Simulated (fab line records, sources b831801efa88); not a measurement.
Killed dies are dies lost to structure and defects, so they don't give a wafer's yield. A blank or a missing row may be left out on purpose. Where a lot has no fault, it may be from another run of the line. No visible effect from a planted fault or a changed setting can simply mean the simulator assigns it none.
Which tool was responsible? :: flow gf180mcu :: 11 lots, 33 wafers sampled, at 3 steps of a route of 602

## WHAT THE GAUGES SHOWED, per wafer
GF_M4_RS_MEAS_05: measures by four-point-probe. Usual: M4_ALCU_RS 0.0695 ohm/sq, standard deviation 0.00079.
lot: L443
measured: day 22 17:05
on: film-metro-03
M4_ALCU_RS (ohm/sq): 0.0684 0.0695 0.0691
flag: 

lot: L444
measured: day 22 20:52
on: film-metro-03
M4_ALCU_RS (ohm/sq): 0.0686 0.0693 0.0691
flag: 

lot: L445
measured: day 23 09:43
on: film-metro-03
M4_ALCU_RS (ohm/sq): 0.0691 0.0687 0.0692
flag: 

lot: L446
measured: day 23 13:44
on: film-metro-02
M4_ALCU_RS (ohm/sq): 0.0699 0.0707 0.0698
flag: 

lot: L447
measured: day 24 04:52
on: film-metro-03
M4_ALCU_RS (ohm/sq): 0.0694 0.0689 0.0687
flag: 

lot: L448
measured: day 24 14:34
on: film-metro-03
M4_ALCU_RS (ohm/sq): 0.0684 0.0680 0.0685
flag: 

lot: L449
measured: day 24 18:10
on: film-metro-04
M4_ALCU_RS (ohm/sq): 0.0682 0.0692 0.0701
flag: 

lot: L450
measured: day 25 00:01
on: film-metro-04
M4_ALCU_RS (ohm/sq): 0.0692 0.0701 0.0689
flag: 

lot: L454
measured: day 26 14:52
on: film-metro-04
M4_ALCU_RS (ohm/sq): 0.0690 0.0684 0.0688
flag: 

lot: L465
measured: day 29 20:39
on: film-metro-04
M4_ALCU_RS (ohm/sq): 0.0700 0.0702 0.0694
flag: 

lot: L466
measured: day 30 03:38
on: film-metro-03
M4_ALCU_RS (ohm/sq): 0.0696 0.0692 0.0688
flag: 

GF_V4_OVL_MEAS_15. Usual: V4_OVL 2 nm, standard deviation 4.8.
lot: L443
measured: day 24 17:03
on: overlay-02
V4_OVL (nm): -3 6 5
flag: 

lot: L444
measured: day 24 20:42
on: overlay-02
V4_OVL (nm): -1 0 3
flag: 

lot: L445
measured: day 25 08:23
on: overlay-02
V4_OVL (nm): 6 -3 7
flag: 

lot: L446
measured: day 25 11:22
on: overlay-01
V4_OVL (nm): 7 4 0
flag: 

lot: L447
measured: day 26 01:49
on: overlay-01
V4_OVL (nm): 2 1 3
flag: 

lot: L448
measured: day 26 11:07
on: overlay-01
V4_OVL (nm): 4 6 7
flag: 

lot: L449
measured: day 26 14:13
on: overlay-01
V4_OVL (nm): 6 -8 2
flag: 

lot: L450
measured: day 26 19:35
on: overlay-02
V4_OVL (nm): 1 7 5
flag: 

lot: L454
measured: day 28 11:43
on: overlay-01
V4_OVL (nm): 0 -1 -1
flag: 

lot: L465
measured: day 31 10:27
on: overlay-01
V4_OVL (nm): 4 1 0
flag: 

lot: L466
measured: day 31 16:28
on: overlay-01
V4_OVL (nm): 6 3 4
flag: 

## TOOL THAT RAN EACH LOT (tool first, then ch and the chambers of the sampled wafers, then the start)
lot: L443
GF_M4_SPUTTER_03: pvd-sputter-02, day 22 17:01

lot: L444
GF_M4_SPUTTER_03: pvd-sputter-04, day 22 20:49

lot: L445
GF_M4_SPUTTER_03: pvd-sputter-04, day 23 09:38

lot: L446
GF_M4_SPUTTER_03: pvd-sputter-01, day 23 13:37

lot: L447
GF_M4_SPUTTER_03: pvd-sputter-04, day 24 04:47

lot: L448
GF_M4_SPUTTER_03: pvd-sputter-04, day 24 14:28

lot: L449
GF_M4_SPUTTER_03: pvd-sputter-02, day 24 18:05

lot: L450
GF_M4_SPUTTER_03: pvd-sputter-04, day 24 23:53

lot: L454
GF_M4_SPUTTER_03: pvd-sputter-02, day 26 14:46

lot: L465
GF_M4_SPUTTER_03: pvd-sputter-01, day 29 20:35

lot: L466
GF_M4_SPUTTER_03: pvd-sputter-01, day 30 03:35
- GF_M4_SPUTTER_03: material Ti, target thk 10 nm, time 6.7 s.

## WHAT THE TOOLS THEMSELVES READ (means of the sampled wafers that have a number; where no wafer has one, the mark that the record gives instead)
GF_M4_SPUTTER_03. Usual: cathode-dc-power-W 3000.0 W, standard deviation 0.51; throttle-valve-pct 29.9 %, standard deviation 1.
lot: L443
tool: pvd-sputter-02
cathode-dc-power-W (W): 3000.1
throttle-valve-pct (%): 29.3
flag: 

lot: L444
tool: pvd-sputter-04
cathode-dc-power-W (W): 3000.3
throttle-valve-pct (%): 30.1
flag: 

lot: L445
tool: pvd-sputter-04
cathode-dc-power-W (W): 3000.1
throttle-valve-pct (%): 29.9
flag: 

lot: L446
tool: pvd-sputter-01
cathode-dc-power-W (W): 2999.7
throttle-valve-pct (%): 30.5
flag: 

lot: L447
tool: pvd-sputter-04
cathode-dc-power-W (W): 3000.1
throttle-valve-pct (%): 29.2
flag: 

lot: L448
tool: pvd-sputter-04
cathode-dc-power-W (W): 2999.9
throttle-valve-pct (%): 29.6
flag: 

lot: L449
tool: pvd-sputter-02
cathode-dc-power-W (W): 3000.2
throttle-valve-pct (%): 29.1
flag: 

lot: L450
tool: pvd-sputter-04
cathode-dc-power-W (W): 3000.2
throttle-valve-pct (%): 29.2
flag: 

lot: L454
tool: pvd-sputter-02
cathode-dc-power-W (W): 2999.8
throttle-valve-pct (%): 30.0
flag: 

lot: L465
tool: pvd-sputter-01
cathode-dc-power-W (W): 2999.4
throttle-valve-pct (%): 30.7
flag: 

lot: L466
tool: pvd-sputter-01
cathode-dc-power-W (W): 2999.2
throttle-valve-pct (%): 30.3
flag: 

## THE ANSWER, worked out from the rows above alone
Rule: lot off if the mean of its wafers having a number is beyond 3 standard deviations from the usual mean. Also off: a lot with no number at a reading for which 4 or more lots have one. The other lots that the step has rows for count as sound. After the gauges, taken in route order, come the tools' own readings; for these a lot's mean is taken, as printed above. At the first step where some lot is off, the reading lying furthest off is the one used; lots without a number count as furthest.
No lot is off at any reading shown: from this, nothing can be told.

## WHAT THE SIMULATOR HAD INSERTED
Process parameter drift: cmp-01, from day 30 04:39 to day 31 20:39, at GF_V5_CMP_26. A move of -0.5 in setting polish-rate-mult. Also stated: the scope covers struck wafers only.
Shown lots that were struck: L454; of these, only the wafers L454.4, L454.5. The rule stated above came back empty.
